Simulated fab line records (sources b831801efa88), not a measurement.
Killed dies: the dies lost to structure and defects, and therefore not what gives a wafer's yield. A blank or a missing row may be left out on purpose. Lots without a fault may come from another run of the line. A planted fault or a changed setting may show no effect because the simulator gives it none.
A lot that was struck, set against a sound lot	flow sky130	23 out of 708 route steps
Sound: the wafers L543.1, L543.3, L543.6. Struck: wafers L548.1, L548.2, L548.6. At the end, the cause is stated.
Order at every step that has rows: each side's tool, ch and its chambers, its first start. Under that, the readings that differ: sound wafers	struck wafers	difference of the means	sigmas: that difference in standard deviations of wafers without a fault.
alike: words and numbers the same on both sides, and readings whose means are apart by under 2 such deviations; not compared: readings that were withheld, readings missing a value for some wafer, numbers with overlapping values and no deviation given by the record, and bounds like >300 which may hide the same value.
Wherever a step has rows on one side only, a row that says differs or no value, or a row with sigmas, the two part there. Numbers that don't overlap but have no deviation are shown without sigmas and don't part them. A reading that every wafer of one side lacks parts them only if that side has two wafers or more.

first, 1 step without rows for these wafers: SKY_POLY_GATE_OXIDATION_20 (stabilise 600 s, purge 300 s, target thk 4 nm).
SKY_POLY_GATE_THK_MEAS_21:
  struck on film-metro-01, day 19 02:20; sound on film-metro-02, day 16 20:27
  alike: POLY_GATE_OXIDATION_THK
SKY_POLY_GATE_CD_MEAS_22:
  struck on cd-sem-02, day 19 02:24; sound on cd-sem-02, day 16 20:31
  alike: cd-nm
then, 7 steps without rows for these wafers: SKY_LDD_N_DEHYDRATE_00 (time 60 s); SKY_LDD_N_HMDS_01 (prime time 60 s); SKY_LDD_N_COAT_02 (resist thk 300 nm); SKY_LDD_N_SOFTBAKE_03 (time 60 s); SKY_LDD_N_EXPOSE_04 (exposes mask NTM, target cd 840 nm); SKY_LDD_N_PEB_05; SKY_LDD_N_DEVELOP_06 (develop time 60 s).
SKY_LDD_N_OVL_MEAS_07:
  struck on overlay-01, day 20 09:44; sound on overlay-02, day 18 01:06
  alike: LDD_N_OVL
following that, these wafers have no rows for 1 step: SKY_LDD_N_IMPLANT_08.
SKY_LDD_N_IMPLANT_09:
  sound on implanter-02 ch 0, day 18 01:17; struck on implanter-02 ch 0, day 20 09:56
reading	sound	struck	difference	sigmas
dose-ions-cm2	7.494e+13 7.502e+13 7.513e+13	3.205e+13 3.2e+13 3.201e+13	-4.301e+13	-99 or more
faraday-current-uA	410 429 441	181 186 185	-243	-27
  alike: beam-energy-keV
then, 6 steps without rows for these wafers: SKY_LDD_N_IMPLANT_10; SKY_LDD_N_IMPLANT_11; SKY_LDD_N_IMPLANT_12; SKY_LDD_N_IMPLANT_13; SKY_LDD_N_IMPLANT_14; SKY_LDD_N_IMPLANT_15.
SKY_LDD_N_STRIP_16: strips in O2/N2.
  sound on plasma-asher-02 ch 0,1, day 18 02:20; struck on plasma-asher-02 ch 0,1, day 20 10:59
reading	sound	struck	difference	sigmas
strip-time-to-endpoint-s (s)	4.305 4.317 4.319	4.187 4.172 4.184	-0.133	-8
  alike: drypump-motor-current-A, oes-product-au
  not compared: rf-hours-counter-h
SKY_LDD_N_TW_MEAS_17:
  struck on film-metro-03, day 20 11:05; sound on film-metro-04, day 18 02:26
reading	sound	struck	difference	sigmas
LDD_N_TW	2557 2551 2543	2450 2460 2461	-93	-3
then, 1 step without rows for these wafers: SKY_LDD_P_DEHYDRATE_00 (time 60 s).
-- the record jumps here: 27 days lie between the struck wafers' starts before and after (it left off in module LDD_P and takes up again in module PAD_OPEN, whose first step shown is number 708 of the route) --
SKY_PAD_OPEN_PROBE_99:
  struck on prober-02, day 47 16:07; sound on prober-01, day 46 05:09
reading	sound	struck	difference	sigmas
model.etest.tip-n.rs-ohm-sq	443.6 445.9 445.5	493.3 489 486.1	+44.5	
model.etest.nfet_01v8_swapped.vt-sat-v (V)	0.6439 0.6395 0.6517	0.664 0.6591 0.6597	+0.016	
  alike: killed_at_M0_to_M3, killed_at_M4_up, killed-at-contacts, killed-at-front-end, killed-at-other, killed-dies, killed-on-rim, killed-open, killed-short

== WHERE THEY PART ==
At SKY_LDD_N_IMPLANT_09 first; at SKY_LDD_N_TW_MEAS_17 last (within this record only). Later steps at which nothing parts them and some readings are alike: SKY_PAD_OPEN_PROBE_99.

WHY: the cause the simulator had injected
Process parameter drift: implanter-02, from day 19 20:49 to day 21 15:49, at SKY_LDD_N_IMPLANT_09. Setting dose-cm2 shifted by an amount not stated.
